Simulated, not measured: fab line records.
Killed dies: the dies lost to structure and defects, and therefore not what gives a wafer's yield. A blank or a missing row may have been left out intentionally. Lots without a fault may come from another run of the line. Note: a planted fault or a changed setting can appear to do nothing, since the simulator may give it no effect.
Lot-split experiment || flow sky130 || route with 708 steps; 5 lots, 23 wafers read

SPLIT DETAILS
At SKY_VT_ADJUST_PCH_IMPLANT_08, the setting energy_kev was moved away from the recipe's 10 on 8 of the 23 wafers read, by -3.9% to +5.5%. The other wafers ran this setting at the recipe's value.

Reading taken at the split's own step.

THE READING
The simulator's own value implant.drp_nm, read by no gauge, in nm at SKY_VT_ADJUST_PCH_IMPLANT_08. The file gives no usual value for it.

{"wafer": "L074.1", "tool, chamber at the split": "implanter-01, 0", "energy_kev as run": 10, "against the recipe": "recipe", "implant.drp_nm, nm": 17.11, "against lot-mates on the recipe": "-"}
{"wafer": "L074.4", "tool, chamber at the split": "implanter-01, 0", "energy_kev as run": 10, "against the recipe": "recipe", "implant.drp_nm, nm": 17.11, "against lot-mates on the recipe": "-"}
{"wafer": "L074.2", "tool, chamber at the split": "implanter-01, 0", "energy_kev as run": 9.608, "against the recipe": "-3.9%", "implant.drp_nm, nm": 16.64, "against lot-mates on the recipe": -0.47}
{"wafer": "L074.5", "tool, chamber at the split": "implanter-01, 0", "energy_kev as run": 9.608, "against the recipe": "-3.9%", "implant.drp_nm, nm": 16.64, "against lot-mates on the recipe": -0.47}
{"wafer": "L074.6", "tool, chamber at the split": "implanter-01, 0", "energy_kev as run": 9.608, "against the recipe": "-3.9%", "implant.drp_nm, nm": 16.64, "against lot-mates on the recipe": -0.47}
{"wafer": "L078.1", "tool, chamber at the split": "implanter-02, 0", "energy_kev as run": 10.37, "against the recipe": "+3.7%", "implant.drp_nm, nm": 17.55, "against lot-mates on the recipe": "+0.44"}
{"wafer": "L078.3", "tool, chamber at the split": "implanter-02, 0", "energy_kev as run": 10.37, "against the recipe": "+3.7%", "implant.drp_nm, nm": 17.55, "against lot-mates on the recipe": "+0.44"}
{"wafer": "L078.5", "tool, chamber at the split": "implanter-02, 0", "energy_kev as run": 10.37, "against the recipe": "+3.7%", "implant.drp_nm, nm": 17.55, "against lot-mates on the recipe": "+0.44"}
{"wafer": "L078.2", "tool, chamber at the split": "implanter-02, 0", "energy_kev as run": 10, "against the recipe": "recipe", "implant.drp_nm, nm": 17.11, "against lot-mates on the recipe": "-"}
{"wafer": "L078.6", "tool, chamber at the split": "implanter-02, 0", "energy_kev as run": 10, "against the recipe": "recipe", "implant.drp_nm, nm": 17.11, "against lot-mates on the recipe": "-"}
{"wafer": "L080.1", "tool, chamber at the split": "implanter-01, 0", "energy_kev as run": 10, "against the recipe": "recipe", "implant.drp_nm, nm": 17.11, "against lot-mates on the recipe": "-"}
{"wafer": "L080.3", "tool, chamber at the split": "implanter-01, 0", "energy_kev as run": 10, "against the recipe": "recipe", "implant.drp_nm, nm": 17.11, "against lot-mates on the recipe": "-"}
{"wafer": "L080.6", "tool, chamber at the split": "implanter-01, 0", "energy_kev as run": 10, "against the recipe": "recipe", "implant.drp_nm, nm": 17.11, "against lot-mates on the recipe": "-"}
{"wafer": "L082.1", "tool, chamber at the split": "implanter-01, 0", "energy_kev as run": 10, "against the recipe": "recipe", "implant.drp_nm, nm": 17.11, "against lot-mates on the recipe": "-"}
{"wafer": "L082.3", "tool, chamber at the split": "implanter-01, 0", "energy_kev as run": 10, "against the recipe": "recipe", "implant.drp_nm, nm": 17.11, "against lot-mates on the recipe": "-"}
{"wafer": "L082.5", "tool, chamber at the split": "implanter-01, 0", "energy_kev as run": 10, "against the recipe": "recipe", "implant.drp_nm, nm": 17.11, "against lot-mates on the recipe": "-"}
{"wafer": "L082.4", "tool, chamber at the split": "implanter-01, 0", "energy_kev as run": 10.55, "against the recipe": "+5.5%", "implant.drp_nm, nm": 17.77, "against lot-mates on the recipe": "+0.66"}
{"wafer": "L082.6", "tool, chamber at the split": "implanter-01, 0", "energy_kev as run": 10.55, "against the recipe": "+5.5%", "implant.drp_nm, nm": 17.77, "against lot-mates on the recipe": "+0.66"}
{"wafer": "L085.1", "tool, chamber at the split": "implanter-03, 0", "energy_kev as run": 10, "against the recipe": "recipe", "implant.drp_nm, nm": 17.11, "against lot-mates on the recipe": "-"}
{"wafer": "L085.2", "tool, chamber at the split": "implanter-03, 0", "energy_kev as run": 10, "against the recipe": "recipe", "implant.drp_nm, nm": 17.11, "against lot-mates on the recipe": "-"}
{"wafer": "L085.4", "tool, chamber at the split": "implanter-03, 0", "energy_kev as run": 10, "against the recipe": "recipe", "implant.drp_nm, nm": 17.11, "against lot-mates on the recipe": "-"}
{"wafer": "L085.5", "tool, chamber at the split": "implanter-03, 0", "energy_kev as run": 10, "against the recipe": "recipe", "implant.drp_nm, nm": 17.11, "against lot-mates on the recipe": "-"}
{"wafer": "L085.6", "tool, chamber at the split": "implanter-03, 0", "energy_kev as run": 10, "against the recipe": "recipe", "implant.drp_nm, nm": 17.11, "against lot-mates on the recipe": "-"}

THE FIT
A straight line over all 23 wafers: implant.drp_nm changes by +0.12 nm for each +1% of energy_kev; r = +1.00; the points scatter about the line by 0.0012 nm.
The same after taking each lot's own level away (the mean of its wafers on the recipe; 23 wafers): +0.12 nm for each +1%; r = +1.00; scatter 0.0012 nm.
According to that fit, moving energy_kev by its largest amount changes the reading by 0.66 nm.
The lots' own levels span 17.110 to 17.110 nm.
Hence the lot-to-lot level has little effect on the slope; both slopes agree.
Check: +0.657 nm against its lot-mates is what the line predicts for one of the wafers moved furthest among these (+5.5%) when that wafer is left out of the fit. It came out at +0.66 nm against them.

ADDITIONAL SPLITS CARRIED BY THESE WAFERS
Before the reading, these wafers also passed through other splits. Each is held against what the fit with the lots' levels taken away leaves over:
{"other split on the same wafers": "SKY_VT_ADJUST_LVTN_SOFTBAKE_14 temp_c", "wafers away from the commonest value": 12, "r with implant.drp_nm (lot level and that fit taken away)": "+0.12"}
{"other split on the same wafers": "SKY_VT_ADJUST_NCORE_COAT_02 resist_thk_nm", "wafers away from the commonest value": 12, "r with implant.drp_nm (lot level and that fit taken away)": "+0.08"}
{"other split on the same wafers": "SKY_VT_ADJUST_HVTR_DEVELOP_06 develop_time_s", "wafers away from the commonest value": 9, "r with implant.drp_nm (lot level and that fit taken away)": "+0.14"}
{"other split on the same wafers": "SKY_VT_ADJUST_PCH_COAT_02 spin_rpm", "wafers away from the commonest value": 8, "r with implant.drp_nm (lot level and that fit taken away)": -0.56}

THE WHOLE CHAIN: every reading that the file lists as answering this split, in the file's order
{"step": "SKY_VT_ADJUST_PCH_IMPLANT_08", "what it does": "", "reading": "implant.rp_nm (the simulator's own value, which no gauge read)", "change (the file's fit)": "+0.306 nm for each +1% of the setting", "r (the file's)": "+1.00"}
{"step": "SKY_VT_ADJUST_PCH_IMPLANT_08", "what it does": "", "reading": "implant.drp_nm (the simulator's own value, which no gauge read)", "change (the file's fit)": "+0.119 nm for each +1% of the setting", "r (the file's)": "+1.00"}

FILE'S OWN FIT
implant.drp_nm changes by +0.119 nm for each +1% of energy_kev, r = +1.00.
